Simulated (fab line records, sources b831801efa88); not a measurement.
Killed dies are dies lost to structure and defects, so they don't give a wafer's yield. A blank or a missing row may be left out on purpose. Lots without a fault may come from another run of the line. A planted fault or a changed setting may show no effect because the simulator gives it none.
fab line records | flow gf180mcu
record lots=7 wafers=21 last_day=34
route steps=602 shown MIM@520 M5@526
lots that met no fault: from a run of the same line without faults
start_h: hours from the record's first day to the start of the lot's first wafer shown | wait_h: hours since the lot's step before | " the same as in the row above | L1.1+2: a row that stands for several wafers | - no value, or no start given | * or withheld: withheld | < > ~ a bound
route shown NAME@n: a module of which the file shows steps, and the number in the route of the first | usual: mean/standard deviation of fault-free wafers | same: alike in all rows | chamber/n: place in a boat | sites: the reading at each site | _std_site: their standard deviation | _edge_site: outer sites' mean less inner sites' | radius_mm: how far each site lies from the wafer's centre | mask NAME#n: copy n | behind: the tool/chamber that last shaped the wafer | hold: why the lot was held/for how many hours/how that ended | device: the transistor (n, p or np) that didn't switch | end of line: the same wafers' tests at the end of the route | a step without rows: its recipe alone | killed: dies lost to structure and defects at the first sort, not the wafer's yield | map: a wafer's dies, x killed, . not, _ none there
set.NAME: the setting as run; set.NAME@STEP: as run at that earlier step | model.NAME: the simulator's own value behind a step, which no gauge read
lots at some steps of the route; a table a step, a row a wafer
services: from which hour (start_h, from the record's first day; less than 0 if before it) a tool's chamber was out of use, for how many hours, and why
## steps
# step GF_MIM_PEB_17
# recipe temp_c=withheld time_s=* resist=NOVOLAK
# step GF_MIM_DEVELOP_18
# recipe develop_time_s=60 dev_temp_c=23
# step GF_MIM_METAL_ETCH_19
# recipe chemistry=Cl2/BCl3 mask_material=NOVOLAK stop_on=Si3N4 target_depth_nm=324.5 pressure_mtorr=8 icp_w=800 bias_w=140 Cl2_flow_sccm=80 bcl3_flow_sccm=40 time_s=54.1
# usual drypump_motor_current_A=5.6/0.48 oes_product_au=0.942/0.0053 throttle_valve_pct=28.282/0.011
# columns lot.wafer tool chamber start_h wait_h drypump_motor_current_A oes_product_au rf_hours_counter_h throttle_valve_pct
L460.1 rie_metal-02 1 588.09 0.1 5.9 0.940 6 28.279
L460.3 " 1 " " 5.9 0.949 - 28.273
L460.4 " 0 " " 4.9 0.939 - 28.285
L465.2 rie_metal-04 1 627.86 0.1 5.7 0.942 - 28.293
L465.3 " 1 " " 5.6 0.946 - 28.307
L465.6 " 1 " " 5.7 0.944 - 28.278
L468.1 rie_metal-02 1 651.71 0.1 5.9 0.942 8 28.280
L468.2 " 0 " " 4.9 0.948 3 28.286
L468.6 " 1 " " 5.9 0.951 - 28.279
L469.3 rie_metal-04 0 660.41 0.1 5.5 0.948 - 28.266
L469.4 " 1 " " 5.7 0.946 - 28.274
L469.5 " 1 " " 5.7 0.946 - 28.272
L470.3 rie_metal-04 0 671.96 0.1 5.5 0.945 - 28.266
L470.4 " 1 " " 5.6 0.944 - 28.295
L470.6 " 1 " " 5.7 0.952 - 28.278
L476.1 rie_metal-02 1 714.29 0.1 5.9 0.942 10 28.269
L476.4 " 1 " " 5.9 0.943 - 28.279
L476.5 " 1 " " 5.9 0.938 - 28.256
L478.2 rie_metal-04 1 736.16 0.1 5.7 0.945 15 28.277
L478.3 " 0 " " 5.5 0.939 - 28.289
L478.5 " 1 " " 5.7 0.937 - 28.276
# step GF_MIM_STRIP_20
# recipe chemistry=O2/N2 power_w=1400 pressure_mtorr=1500 platen_temp_c=250 o2_flow_sccm=3000 n2_flow_sccm=300 overash_fraction=0.5
# usual drypump_motor_current_A=5.9/0.4 heater_power_w=351/41 n2_flow_sccm=300.0/0.96 oes_product_au=0.691/0.0049 strip_time_to_endpoint_s=11.22/0.041
# columns lot.wafer tool chamber start_h wait_h drypump_motor_current_A heater_power_w n2_flow_sccm oes_product_au rf_hours_counter_h strip_time_to_endpoint_s
L460.1 plasma_asher-04 1 588.16 0.0 5.6 396 297.7 0.690 77 11.27
L460.3 " 1 " " 5.6 413 300.3 0.693 - 11.26
L460.4 " 0 " " 6.1 301 299.9 0.684 - 11.30
L465.2 plasma_asher-04 0 627.98 0.1 6.1 305 300.2 0.688 80 11.21
L465.3 " 1 " " 5.6 400 299.3 0.693 - 11.22
L465.6 " 0 " " 6.1 298 300.3 0.698 - 11.25
L468.1 plasma_asher-01 1 651.78 0.0 5.6 397 299.8 0.691 24 11.21
L468.2 " 0 " " 6.7 326 300.6 0.691 24 11.22
L468.6 " 1 " " 5.6 401 299.3 0.688 - 11.19
L469.3 plasma_asher-04 0 660.49 0.1 6.1 306 300.7 0.686 - 11.19
L469.4 " 1 " " 5.6 403 301.0 0.681 - 11.16
L469.5 " 0 " " 6.1 303 301.0 0.684 - 11.20
L470.3 plasma_asher-04 1 672.04 0.1 5.6 400 301.1 0.690 - 11.25
L470.4 " 0 " " 6.1 302 301.1 0.683 - 11.23
L470.6 " 0 " " 6.1 300 300.4 0.697 - 11.26
L476.1 plasma_asher-02 1 714.36 0.0 5.4 306 299.6 0.689 111 11.13
L476.4 " 1 " " 5.5 320 299.7 0.682 - 11.16
L476.5 " 0 " " 5.6 337 299.6 0.684 - 11.14
L478.2 plasma_asher-04 0 736.23 0.0 6.1 301 297.8 0.694 92 11.23
L478.3 " 1 " " 5.6 395 297.8 0.700 - 11.20
L478.5 " 1 " " 5.6 403 299.4 0.689 - 11.22
# step GF_MIM_STRIP_21
# recipe chemistry=post_etch_residue_remover time_s=1200 temp_c=72.5
# step GF_MIM_CLEAN_22
# recipe chemistry=DIW dry=n2_spin
# step GF_M5_DEHYDRATE_00
# recipe temp_c=200 time_s=60
# step GF_M5_HMDS_01
# recipe prime_time_s=60 prime_temp_c=120
# step GF_M5_COAT_02
# recipe resist=KrF spin_rpm=withheld resist_thk_nm=1000
# step GF_M5_SOFTBAKE_03
# recipe temp_c=130 time_s=60 resist=KrF
# step GF_M5_EXPOSE_04
# recipe mask_id=Metal5 target_cd_nm=280 na=0.68 source_shape=conventional sigma_outer=0.6 dose_mj=28
# step GF_M5_PEB_05
# recipe peb_temp_c=135 peb_time_s=90 resist=KrF
# step GF_M5_DEVELOP_06
# recipe develop_time_s=60 dev_temp_c=21
# usual chill_plate_temp_C=23.02/0.11 develop_time_s=60/0
# columns lot.wafer tool chamber start_h wait_h chill_plate_temp_C develop_time_s model.KrF_of_M5_COAT_02.thk_nm
L460.1 litho_track-01 0 609.54 0.2 22.99 60 982.1
L460.3 " 0 " " 23.05 60 980.3
L460.4 " 0 " " 22.92 60 981.8
L465.2 litho_track-04 0 648.53 0.2 23.02 60 985
L465.3 " 0 " " 22.78 60 981.6
L465.6 " 0 " " 22.90 60 989.3
L468.1 litho_track-04 - 671.16 0.2 - - 998.3
L468.2 " - " " - - 999.8
L468.6 " - " " - - 998.2
L469.3 litho_track-03 - 680.36 0.1 - - 999.4
L469.4 " - " " - - 996.1
L469.5 " - " " - - 1001
L470.3 litho_track-04 - 690.61 0.1 - - 1003
L470.4 " - " " - - 1002
L470.6 " - " " - - 1000
L476.1 litho_track-01 0 731.74 0.2 23.18 60 984.7
L476.4 " 0 " " 23.02 60 988.5
L476.5 " 0 " " 23.13 60 988.5
L478.2 litho_track-01 0 753.26 0.2 22.91 60 979.6
L478.3 " 0 " " 23.09 60 979.1
L478.5 " 0 " " 23.09 60 978.9
# step GF_M5_CD_MEAS_07
# recipe target_cd_nm=280
# usual cd_nm=280.0/1
# columns lot.wafer tool chamber start_h wait_h cd_nm
L460.1 cd_sem-02 - 609.69 0.1 279.1
L460.3 " - " " 279.0
L460.4 " - " " 279.9
L465.2 cd_sem-02 - 648.68 0.1 280.4
L465.3 " - " " 279.1
L465.6 " - " " 280.1
L468.1 cd_sem-01 - 671.38 0.2 -
L468.2 " - " " -
L468.6 " - " " -
L469.3 cd_sem-02 - 680.50 0.1 -
L469.4 " - " " -
L469.5 " - " " -
L470.3 cd_sem-01 - 690.75 0.1 -
L470.4 " - " " -
L470.6 " - " " -
L476.1 cd_sem-01 - 731.89 0.1 281.8
L476.4 " - " " 281.4
L476.5 " - " " 281.0
L478.2 cd_sem-01 - 753.41 0.1 280.2
L478.3 " - " " 279.9
L478.5 " - " " 279.7
## services
# columns tool chamber start_h hours kind
plasma_asher-01 - 614.20 1.7 repair
plasma_asher-04 - 624.30 3.5 repair
rie_metal-04 0 625.22 - clean
rie_metal-04 0 625.22 30.0 scheduled_down
rie_metal-04 0 625.22 30.0 vent_cycle
plasma_asher-02 - 648.91 2.8 pm
plasma_asher-02 - 660.27 14.6 pm
plasma_asher-04 - 694.18 1.5 repair
plasma_asher-02 - 733.75 9.0 pm
plasma_asher-02 0 733.75 66.3 vent_cycle
plasma_asher-02 1 733.75 66.3 vent_cycle
plasma_asher-02 - 738.91 61.1 repair
plasma_asher-02 0 742.75 - clean
plasma_asher-02 1 742.75 - clean
## key
first_sign step=GF_M5_DEVELOP_06 reading=tool_record direction=missing
effect none on later readings
model_effect step=GF_M5_DEVELOP_06 value=KrF_of_M5_COAT_02.thk_nm without=984.7 struck=999.7
met_at GF_M5_DEVELOP_06
struck_wafers L468.1,L468.2,L468.6,L469.3,L469.4,L469.5,L470.3,L470.4,L470.6
later_rows_left_out L468.1,L468.2,L468.6,L469.3,L469.4,L469.5,L470.3,L470.4,L470.6
sort_left_out L468.1,L468.2,L468.6,L469.3,L469.4,L469.5,L470.3,L470.4,L470.6
onset_between 648.53 671.16
fault kind=skipped_step_whole tool=litho_track-03,litho_track-04 chamber=- onset_h=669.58 steps=GF_M5_DEVELOP_06 scope=struck_lots_only
# sort_left_out: the simulated sort isn't trusted on such a fault, so these wafers' sort isn't shown, and their yield isn't known
# later_rows_left_out: the simulator's readings of these wafers behind a module that went badly wrong aren't trusted and aren't shown, but for the sort
